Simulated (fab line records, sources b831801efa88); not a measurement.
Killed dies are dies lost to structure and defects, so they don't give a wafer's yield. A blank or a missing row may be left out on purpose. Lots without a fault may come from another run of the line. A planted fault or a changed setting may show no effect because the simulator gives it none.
fab line records | flow sfq_line
record lots=14 wafers=42 last_day=92
route steps=325 shown A5B@210 R5@212
lots that met no fault: from a run of the same line without faults
start_h: hours from the record's first day to the start of the lot's first wafer shown | wait_h: hours since the lot's step before | " the same as in the row above | L1.1+2: a row that stands for several wafers | - no value, or no start given | * or withheld: withheld | < > ~ a bound
route shown NAME@n: a module of which the file shows steps, and the number in the route of the first | usual: mean/standard deviation of fault-free wafers | same: alike in all rows | chamber/n: place in a boat | sites: the reading at each site | _std_site: their standard deviation | _edge_site: outer sites' mean less inner sites' | radius_mm: how far each site lies from the wafer's centre | mask NAME#n: copy n | behind: the tool/chamber that last shaped the wafer | hold: why the lot was held/for how many hours/how that ended | device: the transistor (n, p or np) that didn't switch | end of line: the same wafers' tests at the end of the route | a step without rows: its recipe alone | killed: dies lost to structure and defects at the first sort, not the wafer's yield | map: a wafer's dies, x killed, . not, _ none there
set.NAME: the setting as run; set.NAME@STEP: as run at that earlier step | model.NAME: the simulator's own value behind a step, which no gauge read
steps of the route over a sample of lots; a table a step, a row a wafer
services: from which hour (start_h, from the record's first day; less than 0 if before it) a tool's chamber was out of use, for how many hours, and why
## steps
# step SFQ_TRILAYER_A5B_CMP_CMP_130
# recipe stop_on=Nb down_force_psi=3 platen_rpm=60 target_thk_nm=340.7
# usual motor_current_A=9.6/0.63 slurry_flow_ml_min=149.9/0.43
# columns lot.wafer tool chamber start_h wait_h motor_current_A slurry_flow_ml_min
L904.1 cmp-01 1 1328.09 3.8 9.0 149.3
L904.3 " 2 " " 9.2 150.3
L904.5 " 1 1330.09 5.8 9.1 150.4
L905.3 cmp-02 0 1329.29 4.7 10.7 150.1
L905.4 " 2 1330.29 5.6 9.2 150.0
L905.6 " 0 1331.29 6.6 10.8 149.8
L906.4 cmp-02 2 1336.43 0.0 10.0 150.2
L906.3 " 3 " " 9.7 150.5
L906.2 " 1 1337.93 1.5 9.6 149.9
L907.1 cmp-01 3 1339.88 0.0 10.8 150.0
L907.3 " 1 1340.88 1.0 9.0 150.0
L907.4 " 2 " " 8.9 150.4
L910.4 cmp-01 0 1353.55 0.5 8.9 150.2
L910.5 " 3 1355.05 2.0 10.2 150.4
L910.6 " 0 " " 8.6 149.8
L912.3 cmp-01 0 1364.19 1.5 8.7 150.2
L912.6 " 1 " " 9.3 149.9
L912.5 " 2 " " 9.4 149.2
L913.3 cmp-01 1 1366.26 1.3 9.3 150.2
L913.2 " 2 " " 9.1 149.8
L913.1 " 3 " " 10.2 150.3
L914.4 cmp-02 3 1368.43 2.2 9.5 150.9
L914.3 " 1 1369.43 3.2 9.5 149.8
L914.5 " 0 1370.93 4.7 10.3 149.6
L915.3 cmp-02 3 1372.43 1.9 9.7 150.3
L915.2 " 0 " " 10.5 150.1
L915.5 " 2 1373.93 3.4 9.3 150.0
L916.4 cmp-01 1 1401.14 1.1 8.7 150.3
L916.3 " 2 " " 9.0 149.8
L916.6 " 0 1402.64 2.6 8.7 150.1
L920.1 cmp-02 3 1421.21 2.2 9.8 149.0
L920.4 " 2 1422.71 3.7 9.7 149.3
L920.6 " 0 1423.71 4.7 10.1 149.3
L925.2 cmp-01 0 1439.10 4.2 8.8 150.4
L925.4 " 1 " " 9.3 150.1
L925.6 " 3 1440.60 5.6 10.1 150.0
L926.2 cmp-01 0 1441.64 0.0 9.2 149.9
L926.1 " 2 1442.64 1.0 9.4 149.9
L926.6 " 1 1444.14 2.5 9.1 150.0
L927.1 cmp-01 2 1458.48 1.0 9.0 150.1
L927.2 " 3 " " 10.2 150.2
L927.6 " 0 " " 9.3 150.3
# step SFQ_TRILAYER_R5_DEP_SPUTTER_132
# recipe material=Ti base_pressure_pa=1.33e-06 target_thk_nm=5 power_w=2000 time_s=5 chamber_pressure_pa=0.4
# usual base_pressure_pa=1.34e-06/7.8e-08 cathode_dc_power_W=2000.0/0.38 throttle_valve_pct=29.9/0.77
# columns lot.wafer tool chamber start_h wait_h base_pressure_pa cathode_dc_power_W throttle_valve_pct
L904.1 pvd_sputter-05 - 1331.79 1.0 1.33e-06 2000.4 29.5
L904.3 " - " " 1.32e-06 1999.8 29.5
L904.5 " - " " 1.22e-06 2000.3 29.7
L905.3 pvd_sputter-06 - 1332.99 0.6 1.43e-06 2000.2 29.9
L905.4 " - " " 1.35e-06 2000.2 30.6
L905.6 " - " " 1.24e-06 2000.0 28.9
L906.2 pvd_sputter-04 - 1340.63 0.8 1.26e-06 1999.7 30.2
L906.3 " - " " 1.38e-06 2000.1 29.5
L906.4 " - " " 1.31e-06 1999.9 29.2
L907.1 pvd_sputter-04 - 1344.08 1.0 1.37e-06 2000.0 32.1
L907.3 " - " " 1.29e-06 1999.3 30.3
L907.4 " - " " 1.26e-06 2000.2 29.6
L910.4 pvd_sputter-06 - 1357.26 0.4 1.31e-06 2000.5 30.2
L910.5 " - " " 1.31e-06 2000.0 30.6
L910.6 " - " " 1.34e-06 2000.3 30.7
L912.3 pvd_sputter-05 - 1366.89 0.6 1.36e-06 1999.8 29.1
L912.5 " - " " 1.45e-06 1999.9 29.3
L912.6 " - " " 1.45e-06 2000.7 29.2
L913.1 pvd_sputter-04 - 1369.96 1.0 1.12e-06 2000.7 29.4
L913.2 " - " " 1.29e-06 1999.3 29.3
L913.3 " - " " 1.28e-06 2000.1 30.3
L914.3 pvd_sputter-06 - 1372.63 0.6 1.3e-06 1999.8 30.3
L914.4 " - " " 1.27e-06 2000.3 30.6
L914.5 " - " " 1.34e-06 1999.8 30.1
L915.2 pvd_sputter-05 - 1375.63 0.8 1.29e-06 2000.0 29.7
L915.3 " - " " 1.43e-06 2000.1 28.8
L915.5 " - " " 1.33e-06 1999.6 29.5
L916.3 pvd_sputter-06 - 1404.34 0.6 1.38e-06 2000.6 28.9
L916.4 " - " " 1.33e-06 1999.7 30.2
L916.6 " - " " 1.47e-06 2000.7 28.8
L920.1 pvd_sputter-04 - 1425.41 1.0 1.41e-06 1999.8 31.7
L920.4 " - " " 1.33e-06 2000.3 29.4
L920.6 " - " " 1.28e-06 2000.0 29.3
L925.2 pvd_sputter-06 - 1442.80 0.8 1.34e-06 2000.2 30.7
L925.4 " - " " 1.38e-06 2000.3 30.3
L925.6 " - " " 1.37e-06 2000.2 29.1
L926.1 pvd_sputter-04 - 1445.84 1.0 1.36e-06 2000.1 30.6
L926.2 " - " " 1.51e-06 1999.7 31.9
L926.6 " - " " 1.29e-06 1999.9 29.3
L927.1 pvd_sputter-05 - 1461.68 1.0 1.32e-06 2000.3 28.8
L927.2 " - " " 1.33e-06 2000.4 29.6
L927.6 " - " " 1.31e-06 1999.8 29.3
# step SFQ_TRILAYER_R5_DEP_SPUTTER_133
# recipe material=MoNx base_pressure_pa=1.33e-06 target_thk_nm=40 power_w=1000 time_s=66.7 chamber_pressure_pa=0.4
# usual base_pressure_pa=1.34e-06/8.5e-08 cathode_dc_power_W=1000.0/0.19 throttle_valve_pct=29.9/0.77
# columns lot.wafer tool chamber start_h wait_h base_pressure_pa cathode_dc_power_W throttle_valve_pct
L904.1 pvd_sputter-05 - 1331.81 0.0 1.4e-06 999.91 29.4
L904.3 " - " " 1.38e-06 1000.1 29.5
L904.5 " - " " 1.37e-06 1000.3 29.7
L905.3 pvd_sputter-06 - 1333.01 0.0 1.31e-06 999.83 30.4
L905.4 " - " " 1.39e-06 1000.1 30.4
L905.6 " - " " 1.24e-06 999.64 29.1
L906.2 pvd_sputter-04 - 1340.65 0.0 1.3e-06 999.94 30.6
L906.3 " - " " 1.47e-06 1000.1 29.5
L906.4 " - " " 1.32e-06 999.61 29.4
L907.1 pvd_sputter-04 - 1344.10 0.0 1.39e-06 999.95 32.0
L907.3 " - " " 1.32e-06 999.91 30.5
L907.4 " - " " 1.28e-06 1000.3 29.5
L910.4 pvd_sputter-06 - 1357.30 0.0 1.37e-06 1000.4 30.2
L910.5 " - " " 1.19e-06 999.91 30.5
L910.6 " - " " 1.36e-06 1000.1 30.4
L912.3 pvd_sputter-05 - 1366.91 0.0 1.33e-06 1000.1 29.0
L912.5 " - " " 1.36e-06 999.97 29.4
L912.6 " - " " 1.32e-06 1000.6 29.0
L913.1 pvd_sputter-04 - 1369.98 0.0 1.41e-06 1000.0 29.5
L913.2 " - " " 1.28e-06 1000.3 29.3
L913.3 " - " " 1.46e-06 1000.2 30.2
L914.3 pvd_sputter-06 - 1372.65 0.0 1.27e-06 999.90 29.9
L914.4 " - " " 1.32e-06 1000.3 30.6
L914.5 " - " " 1.48e-06 1000.2 30.3
L915.2 pvd_sputter-05 - 1375.65 0.0 1.28e-06 1000.2 29.3
L915.3 " - " " 1.38e-06 1000.1 29.1
L915.5 " - " " 1.18e-06 999.69 29.3
L916.3 pvd_sputter-06 - 1404.36 0.0 1.36e-06 1000.3 29.2
L916.4 " - " " 1.28e-06 1000.1 30.2
L916.6 " - " " 1.51e-06 1000.1 29.0
L920.1 pvd_sputter-04 - 1425.43 0.0 1.49e-06 999.85 32.1
L920.4 " - " " 1.21e-06 1000.2 29.4
L920.6 " - " " 1.31e-06 999.79 29.6
L925.2 pvd_sputter-06 - 1442.82 0.0 - - -
L925.4 " - " " - - -
L925.6 " - " " - - -
L926.1 pvd_sputter-04 - 1445.86 0.0 - - -
L926.2 " - " " - - -
L926.6 " - " " - - -
L927.1 pvd_sputter-05 - 1461.70 0.0 1.26e-06 999.79 29.1
L927.2 " - " " 1.35e-06 999.83 29.5
L927.6 " - " " 1.38e-06 999.77 29.4
# step SFQ_R5_RS_MEAS_933
# recipe thk_meas_gauge=four-point-probe reads=Ti_of_TRILAYER_R5_DEP_SPUTTER_134+MoNx_of_TRILAYER_R5_DEP_SPUTTER_133+Ti_of_TRILAYER_R5_DEP_SPUTTER_132
# usual R5_MONX_RS=7.03/0.079
# columns lot.wafer tool chamber start_h wait_h R5_MONX_RS[ohm/sq]
L904.1 film_metro-02 - 1331.88 0.0 6.88
L904.3 " - " " 6.98
L904.5 " - " " 6.89
L905.3 film_metro-01 - 1333.12 0.0 6.98
L905.4 " - " " 6.94
L905.6 " - " " 6.92
L906.2 film_metro-01 - 1340.74 0.0 7.01
L906.3 " - " " 6.89
L906.4 " - " " 6.87
L907.1 film_metro-01 - 1344.17 0.0 7.13
L907.3 " - " " 7.15
L907.4 " - " " 7.06
L910.4 film_metro-04 - 1357.40 0.1 7.09
L910.5 " - " " 6.87
L910.6 " - " " 6.96
L912.3 film_metro-02 - 1367.02 0.0 6.98
L912.5 " - " " 7.01
L912.6 " - " " 6.98
L913.1 film_metro-02 - 1370.06 0.0 7.10
L913.2 " - " " 7.10
L913.3 " - " " 7.10
L914.3 film_metro-01 - 1372.76 0.0 7.13
L914.4 " - " " 7.02
L914.5 " - " " 6.93
L915.2 film_metro-04 - 1375.74 0.0 7.09
L915.3 " - " " 7.09
L915.5 " - " " 7.10
L916.3 film_metro-01 - 1404.47 0.0 7.08
L916.4 " - " " 7.14
L916.6 " - " " 7.05
L920.1 film_metro-02 - 1425.50 0.0 7.03
L920.4 " - " " 7.15
L920.6 " - " " 7.02
L925.2 film_metro-02 - 1442.91 0.0 90.94
L925.4 " - " " 89.89
L925.6 " - " " 94.26
L926.1 film_metro-02 - 1445.94 0.0 96.74
L926.2 " - " " 93.51
L926.6 " - " " 93.28
L927.1 film_metro-01 - 1461.77 0.0 7.04
L927.2 " - " " 7.05
L927.6 " - " " 6.98
# step SFQ_R5_THK_MEAS_934
# recipe thk_meas_gauge=xrf reads=MoNx_of_TRILAYER_R5_DEP_SPUTTER_133
# usual R5_MONX_THK=39.6/0.47
# columns lot.wafer tool chamber start_h wait_h R5_MONX_THK[nm]
L904.1 film_metro-02 - 1332.00 0.1 40.8
L904.3 " - " " 39.9
L904.5 " - " " 40.3
L905.3 film_metro-01 - 1333.22 0.1 39.5
L905.4 " - " " 39.7
L905.6 " - " " 39.5
L906.2 film_metro-01 - 1340.85 0.1 39.5
L906.3 " - " " 40.1
L906.4 " - " " 40.5
L907.1 film_metro-01 - 1344.29 0.1 39.2
L907.3 " - " " 39.0
L907.4 " - " " 39.4
L910.4 film_metro-04 - 1357.49 0.1 39.2
L910.5 " - " " 40.4
L910.6 " - " " 40.2
L912.3 film_metro-02 - 1367.12 0.1 40.2
L912.5 " - " " 39.7
L912.6 " - " " 40.2
L913.1 film_metro-02 - 1370.18 0.1 39.3
L913.2 " - " " 39.0
L913.3 " - " " 39.4
L914.3 film_metro-01 - 1372.86 0.1 38.8
L914.4 " - " " 39.5
L914.5 " - " " 39.9
L915.2 film_metro-04 - 1375.85 0.1 39.5
L915.3 " - " " 39.2
L915.5 " - " " 39.3
L916.3 film_metro-01 - 1404.57 0.1 39.2
L916.4 " - " " 38.8
L916.6 " - " " 39.4
L920.1 film_metro-02 - 1425.62 0.1 39.6
L920.4 " - " " 39.0
L920.6 " - " " 39.7
L925.2 film_metro-02 - 1443.02 0.1 <0.0
L925.4 " - " " <0.0
L925.6 " - " " <0.0
L926.1 film_metro-02 - 1446.06 0.1 <0.0
L926.2 " - " " <0.0
L926.6 " - " " <0.0
L927.1 film_metro-01 - 1461.89 0.1 39.3
L927.2 " - " " 39.2
L927.6 " - " " 39.6
# step SFQ_R5_OVL_MEAS_935
# usual R5_OVL=3/4.6
# columns lot.wafer tool chamber start_h wait_h R5_OVL[nm]
L904.1 overlay-02 - 1471.92 0.1 1
L904.3 " - " " 5
L904.5 " - " " -6
L905.3 overlay-02 - 1473.14 0.1 1
L905.4 " - " " 12
L905.6 " - " " 2
L906.2 overlay-02 - 1481.33 0.1 9
L906.3 " - " " 8
L906.4 " - " " 7
L907.1 overlay-01 - 1483.72 0.1 3
L907.3 " - " " 8
L907.4 " - " " 4
L910.4 overlay-01 - 1493.34 0.1 3
L910.5 " - " " -6
L910.6 " - " " -7
L912.3 overlay-02 - 1499.34 0.1 11
L912.5 " - " " 5
L912.6 " - " " 8
L913.1 overlay-01 - 1504.12 0.1 2
L913.2 " - " " 4
L913.3 " - " " 7
L914.3 overlay-01 - 1505.34 0.1 -4
L914.4 " - " " -3
L914.5 " - " " -3
L915.2 overlay-01 - 1507.73 0.1 -5
L915.3 " - " " 5
L915.5 " - " " -1
L916.3 overlay-02 - 1535.34 0.1 7
L916.4 " - " " 11
L916.6 " - " " 5
L920.1 overlay-01 - 1557.35 0.1 -3
L920.4 " - " " 6
L920.6 " - " " 11
L925.2 overlay-01 - 1572.95 0.1 7
L925.4 " - " " 5
L925.6 " - " " 2
L926.1 overlay-02 - 1575.35 0.1 3
L926.2 " - " " 1
L926.6 " - " " 3
L927.1 overlay-01 - 1583.75 0.1 0
L927.2 " - " " -2
L927.6 " - " " -2
## services
# columns tool chamber start_h hours kind
pvd_sputter-06 - 1329.02 2.9 repair
pvd_sputter-06 1 1355.66 - consumable_replace:kit
pvd_sputter-06 1 1355.66 18.0 scheduled_down
pvd_sputter-06 1 1355.66 18.0 vent_cycle
cmp-01 - 1382.38 1.0 repair
cmp-01 - 1389.13 0.2 repair
cmp-01 - 1390.81 1.7 repair
pvd_sputter-04 - 1405.39 4.4 repair
cmp-01 - 1418.29 2.3 repair
cmp-02 - 1430.21 4.0 pm
cmp-02 - 1434.21 - consumable_replace:conditioner
cmp-02 - 1434.21 - consumable_replace:pad
pvd_sputter-05 2 1439.35 - consumable_replace:kit
pvd_sputter-05 2 1439.35 18.0 scheduled_down
pvd_sputter-05 2 1439.35 18.0 vent_cycle
pvd_sputter-06 - 1460.95 0.9 repair
## key
first_sign step=SFQ_TRILAYER_R5_DEP_SPUTTER_133 reading=tool_record direction=missing
effect step=SFQ_R5_RS_MEAS_933 reading=R5_MONX_RS direction=up sigmas=99+ usual=7.03 struck=93.10
effect step=SFQ_R5_THK_MEAS_934 reading=R5_MONX_THK direction=down sigmas=85 usual=39.6 struck=<0.0
met_at SFQ_TRILAYER_R5_DEP_SPUTTER_133
struck_lots L925,L926
not_acting_at SFQ_TRILAYER_A5B_CMP_CMP_130,SFQ_TRILAYER_R5_DEP_SPUTTER_132,SFQ_R5_OVL_MEAS_935
onset_between 1425.43 1442.82
fault kind=skipped_step_whole tool=pvd_sputter-04,pvd_sputter-06 chamber=- onset_h=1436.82 steps=SFQ_TRILAYER_R5_DEP_SPUTTER_133 scope=struck_lots_only
